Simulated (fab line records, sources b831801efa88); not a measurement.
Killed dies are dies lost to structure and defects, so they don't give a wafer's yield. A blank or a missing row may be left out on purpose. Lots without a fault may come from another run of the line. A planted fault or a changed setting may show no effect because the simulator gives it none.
One fault seen from 2 desks | flow gf180mcu | each desk has only its own numbers; what lay behind them comes last

THE TOOL OWNER'S DESK: pvd_sputter-03
The tool's own readings at GF_M1_SPUTTER_02 (material AlCu, target thk 450 nm, time 23.9 s): means of the sampled wafers that have a number, for each lot that ran on this tool. A lot is out of limits, marked OUT, if its mean lies more than 4 standard deviations from the usual mean; the brackets give that distance.
Columns: A = throttle_valve_pct at GF_M1_SPUTTER_02, usual 30.0 %
lot  | first seen here | A
L817 | day 16 20:53    | 30.4
L818 | day 17 06:14    | 30.3
L819 | day 17 12:55    | 30.4
L820 | day 17 22:59    | 29.9
L830 | day 21 20:07    | 30.1
L834 | day 22 22:57    | 30.3
This desk's finding: nothing out of limits on any of the 6 lots.

THE METROLOGY DESK
What the gauges read, lot by lot, whatever tool the lot ran on: means of the sampled wafers that have a number. A lot is out of limits, marked OUT, if its mean lies more than 4 standard deviations from the usual mean; the brackets give that distance.
Columns: A = SALICIDE_TIN_RS at GF_SALICIDE_RS_MEAS_04, usual 16.5 ohm/sq; B = CONTACT_W_THK at GF_CONTACT_THK_MEAS_26, usual 299 nm; C = M1_ALCU_RS at GF_M1_RS_MEAS_05, usual 0.0698 ohm/sq; D = M1_ALCU_THK at GF_M1_THK_MEAS_06, usual 448 nm; E = M1_OVL at GF_M1_OVL_MEAS_15, usual -2 nm
lot  | first seen here | A    | B   | C                | D              | E
L817 | day 15 20:37    | 16.4 | 295 | 0.0713           | 436            | 0
L818 | day 16 03:59    | 16.5 | 293 | 0.0698           | 446            | -4
L819 | day 16 11:01    | 16.4 | 298 | 0.0927 (+25) OUT | 347 (-16) OUT  | -6
L820 | day 16 21:22    | 16.6 | 299 | 0.0820 (+13) OUT | 394 (-8.4) OUT | 1
L826 | day 19 00:59    | 16.6 | 298 | 0.0703           | 445            | -4
L830 | day 20 17:42    | 16.5 | 299 | 0.0703           | 444            | -3
L834 | day 21 22:33    | 16.7 | 301 | 0.0694           | 454            | -0
L835 | day 22 07:33    | 16.1 | 304 | 0.0689           | 455            | -7
L837 | day 22 21:28    | 15.8 | 298 | 0.0695           | 449            | 7
L838 | day 23 10:03    | 16.3 | 306 | 0.0697           | 450            | -9
This desk's finding: out of limits on L819, L820; first on L819, day 17 13:01 (M1_ALCU_RS at GF_M1_RS_MEAS_05). In limits: L817, L818, L826, L830, L834, L835, L837, L838.

PUT TOGETHER
The metrology desk could have raised an alarm at day 17 13:01, on L819, L820.
The tool owner's desk saw nothing out of limits.
The tool owner's desk has L819, L820 on record, within its limits.
Of the lots named, all ran GF_M1_SPUTTER_02 on pvd_sputter-03.

WHAT THE SIMULATOR HAD PUT IN
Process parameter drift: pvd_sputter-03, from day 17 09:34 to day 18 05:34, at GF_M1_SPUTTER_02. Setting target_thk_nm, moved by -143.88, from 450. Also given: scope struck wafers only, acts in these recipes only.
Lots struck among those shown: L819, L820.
Hours from the fault's start to each desk's first reading out of limits: the metrology desk, 3.
